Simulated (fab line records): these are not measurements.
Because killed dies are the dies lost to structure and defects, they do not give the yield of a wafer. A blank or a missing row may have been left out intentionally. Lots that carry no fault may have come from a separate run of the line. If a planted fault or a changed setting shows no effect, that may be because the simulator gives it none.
Comparing a struck lot with a sound one    flow gf180mcu    23 steps out of a route of 602
Sound: wafers L212.3, L212.4, L212.6. Struck: wafers L215.1, L215.2, L215.5. The cause is given at the end.
At each step with rows: each side's tool, then ch and its chambers, then its first start. Under that, the readings that differ: sound wafers    struck wafers    difference of the means    sigmas: that difference in standard deviations of wafers without a fault.
alike: same words and numbers on both sides, and readings whose means sit less than 2 such deviations apart. not compared: any withheld reading, any reading some wafer has no value for, any bound like >300 that may hide the same value, and any number with overlapping values for which the record gives no deviation.
The two part at a step that has a row with sigmas, a row that says differs or no value, or rows on one side only. When numbers do not overlap yet have no deviation, they are printed without sigmas and do not part them. A reading that every wafer of one side lacks parts them only if that side has two wafers or more.

GF_SALICIDE_RTA_06: time 30 s.
  sound on rtp-anneal-02 ch 0, day 15 18:00; struck on rtp-anneal-01 ch 0, day 17 00:28
reading             sound        struck       difference  sigmas
lamp-power-pct (%)  4.6 4.6 4.6  6.2 6.2 6.2  +1.6        +2
  alike: chamber-o2-ppm, wafer_temp_C_max
then, 1 step without rows for these wafers: GF_SALICIDE_WET_ETCH_07 (etches the open film in SPM, target depth 120 nm).
GF_SALICIDE_RTA_08: time 30 s.
  sound on rtp-anneal-01 ch 0, day 15 18:11; struck on rtp-anneal-01 ch 0, day 17 00:39
  alike: chamber-o2-ppm, lamp-power-pct, wafer_temp_C_max
then, 1 step without rows for these wafers: GF_CONTACT_CVD_00 (deposits SiO2, target thk 300 nm, time 50 s).
GF_CONTACT_THK_MEAS_01:
  sound on film-metro-01, day 15 18:19; struck on film-metro-03, day 17 00:48
  alike: CONTACT_CVD_00_THK
GF_CONTACT_CVD_02: deposits SiO2 from TEOS, target thk 860 nm, time 95.992 s.
  sound on pecvd-02 ch 0,1, day 15 18:22; struck on pecvd-01 ch 0,2, day 17 00:52
  alike: heater-power-w
GF_CONTACT_THK_MEAS_03:
  sound on film-metro-01, day 15 18:27; struck on film-metro-04, day 17 00:56
  alike: CONTACT_CVD_02_THK
GF_CONTACT_CMP_04: polishes SiO2.
  sound on cmp-02 ch 0,1,3, day 15 18:35; struck on cmp-02 ch 1,3, day 17 00:59
  alike: edge-zone-pressure-frac, motor-current-A, slurry-filter-dp-kPa, time-to-endpoint-s
GF_CONTACT_BOW_MEAS_05:
  sound on film-metro-01, day 15 18:50; struck on film-metro-03, day 17 01:17
  alike: CONTACT_BOW
then, 3 steps without rows for these wafers: GF_CONTACT_DEHYDRATE_06 (time 60 s); GF_CONTACT_HMDS_07 (prime time 60 s); GF_CONTACT_COAT_08.
GF_CONTACT_COAT_09: resist thk 1000 nm.
  sound on litho-track-04 ch 0, day 16 05:00; struck on litho-track-01 ch 0, day 17 12:00
reading                                   sound             struck             difference  sigmas
model.KrF_of_CONTACT_COAT_09.thk-nm (nm)  999.9 996.6 1000  913.6 907.4 908.4  -89.0       
then, 3 steps without rows for these wafers: GF_CONTACT_SOFTBAKE_10 (time 60 s); GF_CONTACT_EXPOSE_11 (exposes mask Contact, target cd 220 nm); GF_CONTACT_PEB_12 (peb time 90 s).
GF_CONTACT_DEVELOP_13: develop time 60 s.
  sound on litho-track-02 ch 0, day 16 15:44; struck on litho-track-01 ch 0, day 17 23:43
reading                                   sound            struck             difference  sigmas
model.KrF_of_CONTACT_COAT_09.thk-nm (nm)  985 981.6 985.4  898.7 892.4 893.5  -89.1       
GF_CONTACT_CD_MEAS_14: target cd 220 nm.
  sound on cd-sem-02, day 16 15:52; struck on cd-sem-01, day 17 23:52
  alike: cd-nm
GF_CONTACT_OVL_MEAS_15:
  sound on overlay-01, day 16 15:58; struck on overlay-02, day 17 23:59
  alike: CONTACT_OVL
GF_CONTACT_ETCH_16: etches BARC in N2/H2.
  sound on rie-diel-01 ch 0,2,3, day 16 15:59; struck on rie-diel-01 ch 0,1,2, day 18 00:02
reading                   sound              struck             difference  sigmas
model.CONTACT.cd-nm (nm)  219.3 220.3 220.4  222.7 222.6 223.8  +3.0        
  alike: drypump-motor-current-A, oes-product-au, throttle-valve-pct
GF_CONTACT_ETCH_17: etches SiO2 in C4F8/O2/Ar, stops on CoSi2, target depth 860 nm.
  sound: rie-diel-01 ch 0,2,3; struck: rie-diel-01 ch 0,1,2
reading                   sound              struck             difference  sigmas
model.CONTACT.cd-nm (nm)  219.1 219.5 221.7  222.9 223.3 223.2  +3.0        
  alike: oes-product-au
GF_CONTACT_STRIP_18: strips in O2/N2.
  sound on plasma-asher-01 ch 0,1, day 16 16:11; struck on plasma-asher-03 ch 0,1, day 18 00:11
reading                sound                 struck                difference  sigmas
oes-product-au (a.u.)  0.579 0.585 0.576     0.547 0.549 0.545     -0.033      -7
platen-temp-c (C)      249.62 249.71 249.93  250.14 249.91 250.23  +0.34       +2
  alike: drypump-motor-current-A, heater-power-w
  not compared: rf-hours-counter-h
then, 1 step without rows for these wafers: GF_CONTACT_CLEAN_19 (cleans in SPM).

== WHERE THEY PART ==
Earliest at GF_SALICIDE_RTA_06; latest, in this record, at GF_CONTACT_STRIP_18.

WHY: what the simulator had put in
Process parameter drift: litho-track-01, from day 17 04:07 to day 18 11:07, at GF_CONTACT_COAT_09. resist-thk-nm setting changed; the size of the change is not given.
